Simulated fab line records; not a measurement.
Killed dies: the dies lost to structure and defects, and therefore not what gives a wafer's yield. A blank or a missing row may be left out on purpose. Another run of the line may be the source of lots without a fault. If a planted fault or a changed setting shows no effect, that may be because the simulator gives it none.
Struck lot and sound lot, side by side | flow sky130 | 43 out of 708 route steps
Sound: the wafers L102.2, L102.3, L102.6. Wafers struck: L117.1, L117.4, L117.6. Last of all comes the cause.
Order at every step that has rows: each side's tool, ch and its chambers, its first start. Under that, the readings that differ: sound wafers | struck wafers | difference of the means | sigmas: that difference in standard deviations of wafers without a fault.
alike: readings whose means differ by less than 2 such deviations, and words and numbers that are the same on both sides. not compared: withheld readings, readings that some wafer has no value for, bounds like >300 that may hide the same value, and numbers for which the record gives no deviation and whose values overlap.
The two part at a step that has a row with sigmas, a row that says differs or no value, or rows on one side only. Numbers that have no deviation but don't overlap get no sigmas and don't part them. A reading that every wafer of one side lacks parts them only if that side has two wafers or more.

first, 3 steps without rows for these wafers: SKY_VIA3_EXPOSE_09 (exposes mask VIM3, target cd 200 nm); SKY_VIA3_PEB_10; SKY_VIA3_DEVELOP_11 (develop time 60 s).
SKY_VIA3_CD_MEAS_12: target cd 200 nm.
  sound on cd-sem-01, day 40 04:30; struck on cd-sem-02, day 44 18:11
  alike: cd-nm
SKY_VIA3_OVL_MEAS_13:
  sound on overlay-02, day 40 04:36; struck on overlay-02, day 44 18:18
  reading       | sound | struck     | difference | sigmas
  VIA3_OVL (nm) | 5 3 4 | -13 -9 -14 | -16        | -3
then, 1 step without rows for these wafers: SKY_VIA3_ETCH_14 (etches BARC in N2/H2, stops on SiO2, time 45.9 s, target depth 60 nm).
SKY_VIA3_ETCH_15: etches SiO2 in C4F8/O2/Ar, stops on TiN, target depth 507 nm, time 78 s.
  sound on rie-diel-03 ch 0,1, day 40 04:41; struck on rie-diel-03 ch 0,3, day 44 18:23
  alike: bias-w, oes-product-au
  not compared: rf-hours-counter-h
then, 5 steps without rows for these wafers: SKY_VIA3_STRIP_16 (strips in O2/N2); SKY_VIA3_STRIP_17 (strips in post etch residue remover, time 1200 s); SKY_VIA3_CLEAN_18 (cleans in IPA, time 180 s); SKY_VIA3_CLEAN_19 (cleans in O3/DIW); SKY_VIA3_SPUTTER_20 (material TiN, target thk 20 nm, time 80 s).
SKY_VIA3_CVD_21: deposits W, target thk 390 nm, time 117.31 s.
  sound on cvd-w-02 ch 0,1, day 40 05:23; struck on cvd-w-02 ch 1, day 44 19:08
  alike: heater-power-w, susceptor-temp-C
SKY_VIA3_RS_MEAS_22: uses a four-point probe to measure.
  sound on film-metro-02, day 40 05:32; struck on film-metro-04, day 44 19:16
  alike: VIA3_W_RS
SKY_VIA3_THK_MEAS_23: measures by xrf.
  sound on film-metro-02, day 40 05:38; struck on film-metro-04, day 44 19:23
  alike: VIA3_W_THK
SKY_VIA3_CMP_24: polishes, stops on SiO2, t overpolish 20 s, target thk 0 nm.
  sound on cmp-02 ch 2,3, day 40 05:41; struck on cmp-01 ch 1,2,3, day 44 19:29
  alike: motor-current-A, overpolish-run-s, time-to-endpoint-s
then, 1 step without rows for these wafers: SKY_METAL4_SPUTTER_00 (material Ti, target thk 15 nm, time 10 s).
SKY_METAL4_SPUTTER_01: material TiN, target thk 20 nm, time 16.7 s.
  sound on pvd-sputter-01, day 40 06:01; struck on pvd-sputter-01, day 44 19:46
  alike: throttle-valve-pct
then, 3 steps without rows for these wafers: SKY_METAL4_SPUTTER_02 (material AlCu, target thk 735 nm, time 39.1 s); SKY_METAL4_SPUTTER_03 (material Ti, target thk 5 nm, time 3.3 s); SKY_METAL4_SPUTTER_04 (material TiN, target thk 70 nm, time 58.3 s).
SKY_CAP2M_CVD_00: deposits SiO2, target thk 15.5 nm.
  sound on pecvd-01 ch 1,2, day 40 06:09; struck on pecvd-02 ch 0,2, day 44 19:53
  alike: heater-power-w, susceptor-temp-C
SKY_CAP2M_THK_MEAS_01:
  sound on film-metro-03, day 40 06:11; struck on film-metro-03, day 44 19:55
  alike: CAP2M_CVD_00_THK
SKY_CAP2M_SPUTTER_02: material TiN, target thk 200 nm, time 166.7 s.
  sound on pvd-sputter-03, day 40 06:14; struck on pvd-sputter-02, day 44 19:59
  alike: susceptor-temp-C, throttle-valve-pct
SKY_CAP2M_RS_MEAS_03: uses a four-point probe to measure.
  sound on film-metro-01, day 40 06:22; struck on film-metro-03, day 44 20:05
  alike: CAP2M_TIN_RS
SKY_CAP2M_THK_MEAS_04: measures by xrf.
  sound on film-metro-01, day 40 06:28; struck on film-metro-03, day 44 20:13
  alike: CAP2M_TIN_THK
then, 7 steps without rows for these wafers: SKY_CAP2M_DEHYDRATE_05 (time 60 s); SKY_CAP2M_HMDS_06 (prime time 60 s); SKY_CAP2M_COAT_07 (resist thk 1140 nm); SKY_CAP2M_SOFTBAKE_08 (time 60 s); SKY_CAP2M_EXPOSE_09 (exposes mask CAP2M, target cd 1000 nm); SKY_CAP2M_PEB_10; SKY_CAP2M_DEVELOP_11 (develop time 60 s).
SKY_CAP2M_OVL_MEAS_12:
  sound on overlay-02, day 41 06:25; struck on overlay-01, day 45 17:31
  alike: CAP2M_OVL
then, 8 steps without rows for these wafers: SKY_CAP2M_METAL_ETCH_13 (etches TiN in Cl2/BCl3, stops on SiO2, target depth 220 nm, time 62.9 s); SKY_CAP2M_STRIP_14 (strips in O2/N2); SKY_CAP2M_STRIP_15 (strips in post etch residue remover, time 1200 s); SKY_CAP2M_CLEAN_16 (cleans in IPA, time 180 s); SKY_CAP2M_CLEAN_17 (cleans in O3/DIW); SKY_METAL4_DEHYDRATE_05 (time 60 s); SKY_METAL4_HMDS_06 (prime time 60 s); SKY_METAL4_COAT_07 (resist thk 60 nm).
-- the record jumps here: 4 days lie between the struck wafers' starts before and after (it left off in module METAL4 and takes up again in module PAD_OPEN, whose first step shown is number 708 of the route) --
SKY_PAD_OPEN_PROBE_99:
  sound on prober-02, day 46 09:04; struck on prober-02, day 50 01:04
  reading                               | sound                | struck            | difference | sigmas
  defect-limited-yield (%)              | 81.5 83.1 83.7       | 76.2 75.0 81.7    | -5.1       | -3
  killed_at_M0_to_M3                    | 53 37 34             | 82 79 66          | +34        | +5
  killed-dies                           | 91 83 80             | 117 123 90        | +25        | +3
  killed-on-rim                         | 16 21 16             | 27 22 26          | +7         | +2
  sort_bin_3_pad_short (%)              | 0.6 0.6 0.6          | 2.2 2.2 3.3       | +2.0       | +4
  sort_bin_5_function (%)               | 11.4 10.6 10.0       | 14.4 17.1 10.6    | +3.4       | +2
  sort-n-pass                           | 401 409 412          | 375 369 402       | -25        | -3
  sort-yield-pct (%)                    | 81.5 83.1 83.7       | 76.2 75.0 81.7    | -5.1       | -3
  model.etest.tester.sort_bin_3_pct (%) | 0.6098 0.6098 0.6098 | 2.236 2.236 3.252 | +1.965     |
  alike: killed_at_M4_up, killed-at-contacts, killed-at-front-end, killed-at-other, killed-open, killed-short, sort_bin_6_memory
  not compared: model.etest.tester.sort-n-pass, model.etest.tester.sort-yield-pct, model.etest.tester.sort_bin_5_pct

== WHERE THEY PART ==
First at SKY_VIA3_OVL_MEAS_13; last, within this record, at SKY_PAD_OPEN_PROBE_99.

WHY: the cause the simulator had injected
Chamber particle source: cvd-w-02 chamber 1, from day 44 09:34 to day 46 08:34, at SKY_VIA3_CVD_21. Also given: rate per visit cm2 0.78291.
